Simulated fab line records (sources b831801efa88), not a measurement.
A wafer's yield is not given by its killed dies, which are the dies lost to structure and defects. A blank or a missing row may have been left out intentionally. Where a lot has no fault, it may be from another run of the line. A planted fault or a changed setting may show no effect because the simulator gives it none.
Which tool was responsible? :: flow sky130 :: Sampling: 6 lots, 18 wafers, 3 of 708 route steps

WHAT THE GAUGES SHOWED, per wafer
SKY_NWELL_RS_MEAS_29: uses a four-point probe to measure.
lot: L356
measured: day 6 07:22
on: filmMetro-04
NWELL_RS (ohm/sq): 628.3 626.5 628.5

lot: L361
measured: day 7 13:33
on: filmMetro-02
NWELL_RS (ohm/sq): 622.7 624.2 621.8

lot: L365
measured: day 8 10:53
on: filmMetro-02
NWELL_RS (ohm/sq): 624.1 625.1 623.5

lot: L367
measured: day 8 20:24
on: filmMetro-01
NWELL_RS (ohm/sq): 602.6 606.4 604.9 603.1 605.3 604.6

lot: L370
measured: day 9 15:24
on: filmMetro-02
NWELL_RS (ohm/sq): 623.4 624.8 622.9

lot: L372
measured: day 10 10:18
on: filmMetro-04
NWELL_RS (ohm/sq): 605.5 606.8 606.7 605.9 606.3 606.7

WHAT TOOL EACH LOT RAN ON (gives the tool, then ch and the chambers of the sampled wafers, and finally the start)
lot: L356
SKY_FIELD_ISO_SOFTBAKE_09: lithoTrack-03 ch 0, day 5 11:23 or earlier
SKY_NWELL_IMPLANT_11: implanter-04 ch 0, day 5 11:23

lot: L361
SKY_FIELD_ISO_SOFTBAKE_09: lithoTrack-01 ch 0, day 6 16:34 or earlier
SKY_NWELL_IMPLANT_11: implanter-04 ch 0, day 6 16:34

lot: L365
SKY_FIELD_ISO_SOFTBAKE_09: lithoTrack-01 ch 0, day 7 13:04 or earlier
SKY_NWELL_IMPLANT_11: implanter-01 ch 0, day 7 13:04

lot: L367
SKY_FIELD_ISO_SOFTBAKE_09: lithoTrack-02 ch 0, day 7 22:29 or earlier
SKY_NWELL_IMPLANT_11: implanter-02 ch 0, day 7 22:29

lot: L370
SKY_FIELD_ISO_SOFTBAKE_09: lithoTrack-03 ch 0, day 8 18:04 or earlier
SKY_NWELL_IMPLANT_11: implanter-01 ch 0, day 8 18:04

lot: L372
SKY_FIELD_ISO_SOFTBAKE_09: lithoTrack-02 ch 0, day 9 12:25 or earlier
SKY_NWELL_IMPLANT_11: implanter-02 ch 0, day 9 12:25
- SKY_FIELD_ISO_SOFTBAKE_09: time 94.5 s.
- SKY_NWELL_IMPLANT_11

THE ANSWER, worked out from the rows above alone
Rule: the lots themselves supply what counts as usual. Put in order of their means at a reading, lots are off if they are a third of the lots or fewer, leave a main group of 4 or more, and stand apart from it by a gap of 3 or more times the standard deviation of the main group's means; of several such gaps the widest counts. If all means in a main group match to the digits the tables above print for the reading, that group is not used. A lot without any number at a reading at which 4 lots or more have one is off too. Where the step has rows for the other lots, those lots are counted as sound.
Off: L367, L372, seen at SKY_NWELL_RS_MEAS_29 (NWELL_RS). The main group has a mean of 624.6 ohm/sq with a standard deviation of 1.9.
A tool fits if, at a process step before that reading, it ran every lot that is off, and no sound lot after the first of them. The gauges at SKY_NWELL_RS_MEAS_29 are tried like those tools. SKY_FIELD_ISO_SOFTBAKE_09: start missing for some lots; hours and lot order therefore follow SKY_NWELL_IMPLANT_11. 2 tools fit, lithoTrack-02 at SKY_FIELD_ISO_SOFTBAKE_09 and implanter-02 at SKY_NWELL_IMPLANT_11, so this cannot tell which one it is.

WHAT WAS PUT IN BY THE SIMULATOR
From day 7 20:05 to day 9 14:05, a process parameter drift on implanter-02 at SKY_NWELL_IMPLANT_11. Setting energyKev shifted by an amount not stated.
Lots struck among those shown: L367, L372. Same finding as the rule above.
